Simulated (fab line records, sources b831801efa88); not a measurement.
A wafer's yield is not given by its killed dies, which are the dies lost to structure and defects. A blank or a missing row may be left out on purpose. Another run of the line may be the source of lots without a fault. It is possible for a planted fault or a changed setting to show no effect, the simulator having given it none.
A lot that was struck, set against a sound lot -- flow gf180mcu -- 15 steps out of a route of 602
Sound: the wafers L236.1, L236.2, L236.6. Struck: wafers L244.1, L244.2, L244.6. Last of all comes the cause.
At each step with rows: each side's tool, then ch and its chambers, then its first start. Under that, the readings that differ: sound wafers -- struck wafers -- difference of the means -- sigmas: that difference in standard deviations of wafers without a fault.
alike: readings with means less than 2 such deviations apart, plus words and numbers identical on both sides. not compared: withheld readings, readings lacking a value on some wafer, bounds such as >300 that could conceal the same value, and numbers that have no deviation in the record and whose values overlap.
Wherever a step has rows on one side only, a row that says differs or no value, or a row with sigmas, the two part there. When numbers do not overlap yet have no deviation, they are printed without sigmas and do not part them. Lack of a reading on every wafer of one side parts them only where that side has two or more wafers.

first, 1 step without rows for these wafers: GF_SAB_DEVELOP_08 (develop time 60 s).
GF_SAB_CD_MEAS_09: the cd target is 420 nm.
  sound on cd-sem-01, day 15 04:55; struck on cd-sem-01, day 18 06:11
  alike: cd-nm
GF_SAB_OVL_MEAS_10:
  sound on overlay-02, day 15 05:02; struck on overlay-02, day 18 06:19
  alike: SAB_OVL
GF_SAB_ETCH_11: etches SiO2 in C4F8/O2/Ar, target depth 55 nm, time 8.5 s.
  sound on rie-diel-01 ch 1,2, day 15 05:04; struck on rie-diel-01 ch 0,1,2, day 18 06:20
  alike: chamber-pressure-mTorr, oes-product-au
  not compared: rf-hours-counter-h
then, 1 step without rows for these wafers: GF_SAB_WET_ETCH_12 (etches SiO2 in dHF, target depth 22 nm, time 440 s).
GF_SAB_STRIP_13: strips in O2/N2.
  sound on plasma-asher-02 ch 0,1, day 15 05:14; struck on plasma-asher-02 ch 0,1, day 18 06:29
  alike: chamber-pressure-mTorr, drypump-motor-current-A, heater-power-w, oes-product-au, strip-time-to-endpoint-s
  not compared: rf-hours-counter-h
then, 2 steps without rows for these wafers: GF_SALICIDE_CLEAN_00 (cleans in SC1/SC2, time 150 s); GF_SALICIDE_WET_ETCH_01 (etches SiO2 in dHF, target depth 5 nm, time 100 s).
GF_SALICIDE_SPUTTER_02: material Co, target thk 10 nm, time 20 s.
  sound on pvd-sputter-04, day 15 05:25; struck on pvd-sputter-02, day 18 06:41
  alike: throttle-valve-pct
GF_SALICIDE_SPUTTER_03: material TiN, target thk 20 nm, time 16.7 s.
  sound on pvd-sputter-04, day 15 05:27; struck on pvd-sputter-02, day 18 06:43
  alike: throttle-valve-pct
GF_SALICIDE_RS_MEAS_04: a four-point-probe measurement.
  sound on film-metro-03, day 15 05:28; struck on film-metro-02, day 18 06:44
  alike: SALICIDE_TIN_RS
GF_SALICIDE_THK_MEAS_05: measures by xrf.
  sound on film-metro-03, day 15 05:35; struck on film-metro-02, day 18 06:52
  alike: SALICIDE_TIN_THK
GF_SALICIDE_RTA_06: time 30 s.
  sound on rtp-anneal-01 ch 0, day 15 05:39; struck on rtp-anneal-02, day 18 06:55
  no value came back on the struck wafers for anneal-temp-c-max, chamber-o2-ppm, lamp-power-pct (%), wafer_temp_C_max; on the sound wafers anneal-temp-c-max reads 531.6 532.6 531.6
then, 1 step without rows for these wafers: GF_SALICIDE_WET_ETCH_07 (etches the open film in SPM, target depth 120 nm).
-- the record jumps here: 13 days lie between the struck wafers' starts before and after (it left off in module SALICIDE and takes up again in module PASSIVATION, whose first step shown is number 602 of the route) --
GF_PASSIVATION_PROBE_99:
  sound on prober-02, day 29 01:51; struck on prober-02, day 31 12:46
reading,sound,struck,difference,sigmas
model.etest.ppoly-sal.line-ohm-um,27.93 28.56 29.08,1271 1303 1251,+1246,
model.etest.npoly-sal.line-ohm-um,27.68 28.76 28.76,1241 1220 1207,+1194,
model.etest.pplus-sal.line-ohm-um,34.27 35.78 35.82,843.3 847.5 851.9,+812.3,
model.etest.ppoly-sal.rs-ohm-sq,7.324 7.453 7.44,362.1 361.3 349.3,+350.2,
model.etest.npoly-sal.rs-ohm-sq,7.355 7.418 7.478,344.8 344.4 333.6,+333.5,
model.etest.ppoly-u.end-ohm,29.19 29.19 28.4,290.2 299.9 290.5,+264.6,
model.etest.nplus-sal.line-ohm-um,31.39 31.89 32.08,274.9 277.1 277.6,+244.7,
model.etest.contact-poly.rc-ohm,5.722 5.786 5.725,242.7 254.5 245.2,+241.7,

WHERE THEY PART
GF_SALICIDE_RTA_06 only, going by this record.

WHY: what the simulator had put in
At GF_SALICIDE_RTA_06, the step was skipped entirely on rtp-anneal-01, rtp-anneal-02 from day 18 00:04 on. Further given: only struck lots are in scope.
